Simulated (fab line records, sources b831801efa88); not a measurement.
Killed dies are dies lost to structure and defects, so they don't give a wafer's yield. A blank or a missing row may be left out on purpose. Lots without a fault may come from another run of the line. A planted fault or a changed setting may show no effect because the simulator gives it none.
Chamber matching | flow sky130 | SKY_FIELD_ISO_CMP_27 on cmp-01: 4 sister chambers
The step polishes, stops on Si3N4, t overpolish 16 s, target thk 457.8 nm. 14 wafers are shown with their chamber, then 7 later ones without.

WAFERS WITH THEIR CHAMBER
wafer  | chamber | motor_current_A (A) | time_to_endpoint_s (s) | overpolish_run_s (s)
L353.1 | 1       | 12.4                | 114                    | 16.013
L353.5 | 3       | 10.4                | 111                    | 16.004
L353.6 | 2       | 11.4                | 110                    | 16.007
L354.3 | 3       | 10.8                | 109                    | 15.997
L354.4 | 2       | 11.1                | 109                    | 15.996
L354.6 | 2       | 10.5                | 107                    | 16.003
L355.1 | 2       | 10.6                | 115                    | 16.002
L355.2 | 1       | 12.9                | 117                    | 16.011
L355.4 | 3       | 11.0                | 117                    | 15.998
L359.1 | 2       | 10.5                | 111                    | 16.020
L359.2 | 0       | 13.8                | 111                    | 16.005
L359.6 | 3       | 11.6                | 113                    | 16.023
L361.1 | 2       | 11.4                | 114                    | 16.007
L361.4 | 0       | 14.2                | 112                    | 15.998

SIGNATURES (means of the wafers above)
reading            | chamber 0 | chamber 1 | chamber 2 | chamber 3 | scatter within a chamber
motor_current_A    | 14.000    | 12.650    | 10.917    | 10.950    | 0.436
time_to_endpoint_s | 111.50    | 115.50    | 111.00    | 112.50    | 2.93
overpolish_run_s   | 16.00150  | 16.01200  | 16.00583  | 16.00550  | 0.00887
Rule: a wafer's distance from a chamber is the root of the sum, over the readings, of the square of ((its reading less the chamber's mean) divided by the reading's scatter). The wafer belongs to the nearest chamber; if the next one is less than 2 further off, it can't be placed. The scatter: the root of (the sum of the squares of (reading less its chamber's mean) over the shown wafers, divided by (wafers less chambers)).

WAFERS WITHOUT THEIR CHAMBER
wafer  | motor_current_A (A) | time_to_endpoint_s (s) | overpolish_run_s (s)
L361.6 | 12.8                | 115                    | 16.013
L373.1 | 13.6                | 112                    | 15.994
L373.2 | 10.6                | 109                    | 15.996
L373.6 | 12.6                | 111                    | 15.993
L375.2 | 13.1                | 115                    | 15.994
L375.3 | 11.0                | 113                    | 15.977
L375.4 | 14.2                | 116                    | 16.003

WHICH CHAMBER EACH WENT THROUGH
wafer  | from the rows above               | in truth
L361.6 | 1                                 | 1
L373.1 | can't be placed: 0 or 1           | 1
L373.2 | can't be placed: 2 or 3           | 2
L373.6 | can't be placed: 1 or 0 or 3 or 2 | 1
L375.2 | can't be placed: 1 or 0           | 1
L375.3 | can't be placed: 3 or 2           | 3
L375.4 | 0                                 | 0
Placed correctly: 2 of 7. Can't be placed from these rows: 5 (the true chamber is among the candidates in 5). Placed wrongly: 0.
